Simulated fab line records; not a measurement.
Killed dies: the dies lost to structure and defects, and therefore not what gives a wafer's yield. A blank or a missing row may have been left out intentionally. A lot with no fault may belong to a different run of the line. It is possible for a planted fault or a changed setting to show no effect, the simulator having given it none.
Which tool is to blame? + flow gf180mcu + 6 lots, 18 wafers sampled, at 2 steps of a route of 602

== WHAT THE GAUGES SHOWED, per wafer ==
GF_VT_IMPLANT_RS_MEAS_47: a four-point-probe measurement.
| lot  | measured     | on           | NWELL_RS (ohm/sq) |
|------|--------------|--------------|-------------------|
| L421 | day 8 01:18  | filmMetro-01 | 489.3 489.3 488.6 |
| L424 | day 8 19:39  | filmMetro-01 | 487.8 486.9 488.8 |
| L426 | day 9 05:41  | filmMetro-02 | 487.7 487.2 488.4 |
| L434 | day 11 15:17 | filmMetro-01 | 481.6 480.4 479.6 |
| L437 | day 12 06:03 | filmMetro-01 | 488.0 489.4 489.3 |
| L440 | day 13 05:18 | filmMetro-02 | 488.2 487.8 489.0 |

== WHICH TOOL RAN EACH LOT (tool, then ch and the chambers of the sampled wafers, then the start) ==
| lot  | GF_NWELL_IMPLANT_09            |
|------|--------------------------------|
| L421 | implanter-02 ch 0, day 3 16:30 |
| L424 | implanter-02 ch 0, day 4 08:24 |
| L426 | implanter-02 ch 0, day 4 17:13 |
| L434 | implanter-02 ch 0, day 6 16:04 |
| L437 | implanter-01 ch 0, day 7 04:21 |
| L440 | implanter-01 ch 0, day 7 21:01 |
- GF_NWELL_IMPLANT_09

== THE ANSWER, worked out from the rows above alone ==
Rule: usual is defined by the lots themselves. The widest of any qualifying gaps counts: lots, ordered by their means at a reading, are off when they make up no more than a third of the lots, leave a main group of 4 or more, and stand apart from it by 3 or more times the standard deviation of that group's means. The tables above print the reading to a certain number of digits; a main group whose means all agree to those digits is not used. Also off: a lot with no number at a reading for which 4 or more lots have one. All remaining lots with rows at the step are treated as sound.
Off: L434, seen at GF_VT_IMPLANT_RS_MEAS_47 (NWELL_RS). Main group: mean 488.4 ohm/sq, sd 0.53.
A tool fits if, at a process step before that reading, it ran every lot that is off, and no sound lot after the first of them. The gauges at GF_VT_IMPLANT_RS_MEAS_47 are tried like those tools. One fits: implanter-02 at GF_NWELL_IMPLANT_09. Its last sound lot is L426 (day 4 17:13), its first lot that is off L434 (day 6 16:04): a fault that began between those two fits.

== WHAT THE SIMULATOR HAD PUT IN ==
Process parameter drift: implanter-02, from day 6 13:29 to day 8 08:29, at GF_NWELL_IMPLANT_09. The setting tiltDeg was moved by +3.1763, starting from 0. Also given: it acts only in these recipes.
Struck lots among those shown: L434. The rule above found the same.
